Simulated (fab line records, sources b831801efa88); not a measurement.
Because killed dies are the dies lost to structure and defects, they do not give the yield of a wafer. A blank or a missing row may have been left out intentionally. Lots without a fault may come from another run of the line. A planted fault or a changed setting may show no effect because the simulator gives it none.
The tool behind it: which one? | flow sky130 | 6 lots, 18 wafers sampled, at 4 steps of a route of 708

## WHAT THE GAUGES SHOWED, per wafer
SKY_SD_N_TW_MEAS_12.
lot  | measured     | on            | SD_N_TW
L637 | day 29 18:20 | film-metro-03 | 4033 4005 4030
L640 | day 30 13:46 | film-metro-01 | 4020 4002 4007
L642 | day 31 05:07 | film-metro-03 | 4005 3990 4006
L645 | day 32 12:47 | film-metro-01 | 4002 4011 4024
L649 | day 33 18:13 | film-metro-02 | 4048 4062 4074
L654 | day 35 02:26 | film-metro-01 | 30 30 30

## WHICH TOOL RAN EACH LOT (tool, then ch and the chambers of the sampled wafers, then the start)
lot  | SKY_SPACER_ETCHBACK_02             | SKY_RES_XHIGH_STRIP_08               | SKY_SD_N_STRIP_11
L637 | rie-diel-01 ch 0,1,2, day 24 18:16 | plasma-asher-04 ch 0,1, day 28 12:32 | plasma-asher-02 ch 0,1, day 29 18:15
L640 | rie-diel-01 ch 0,2,3, day 25 15:49 | plasma-asher-04 ch 0,1, day 29 08:36 | plasma-asher-02 ch 0,1, day 30 13:40
L642 | rie-diel-01 ch 0,1,2, day 26 07:50 | plasma-asher-01 ch 0,1, day 30 00:18 | plasma-asher-01 ch 0,1, day 31 05:01
L645 | rie-diel-01 ch 2,3, day 27 15:56   | plasma-asher-01 ch 0,1, day 31 07:23 | plasma-asher-02 ch 0,1, day 32 12:41
L649 | rie-diel-04 ch 0,2,3, day 28 23:30 | plasma-asher-01 ch 0,1, day 32 13:37 | plasma-asher-02 ch 0,1, day 33 18:07
L654 | rie-diel-04 ch 0,1,3, day 30 11:46 | plasma-asher-01 ch 1, day 33 23:20   | plasma-asher-02 ch 0,1, day 35 02:19
- SKY_SPACER_ETCHBACK_02: etches Si3N4 in CH3F/O2, stops on SiO2, time 46.7 s, target depth 45 nm.
- SKY_RES_XHIGH_STRIP_08: strips in O2/N2.
- SKY_SD_N_STRIP_11: strips in O2/N2.

## THE ANSWER, worked out from the rows above alone
Rule: what is usual is taken from the lots themselves. The widest of any qualifying gaps counts: lots, ordered by their means at a reading, are off when they make up no more than a third of the lots, leave a main group of 4 or more, and stand apart from it by 3 or more times the standard deviation of that group's means. A main group whose means are all the same, to the digits that the tables above print for the reading, isn't used. Also off: a lot with no number at a reading for which 4 or more lots have one. All remaining lots with rows at the step are treated as sound.
Off: L654, at SKY_SD_N_TW_MEAS_12 (SD_N_TW). The main group: mean 4021, standard deviation 21.
If a tool, at a process step before that reading, ran all the lots that are off and no sound lot after the first of them, it fits. Gauges at SKY_SD_N_TW_MEAS_12: tried the same way as those tools. Can't be told from this: 4 tools fit, rie-diel-04 at SKY_SPACER_ETCHBACK_02, plasma-asher-01 at SKY_RES_XHIGH_STRIP_08, plasma-asher-02 at SKY_SD_N_STRIP_11, film-metro-01 at SKY_SD_N_TW_MEAS_12.

## WHAT THE SIMULATOR PUT IN
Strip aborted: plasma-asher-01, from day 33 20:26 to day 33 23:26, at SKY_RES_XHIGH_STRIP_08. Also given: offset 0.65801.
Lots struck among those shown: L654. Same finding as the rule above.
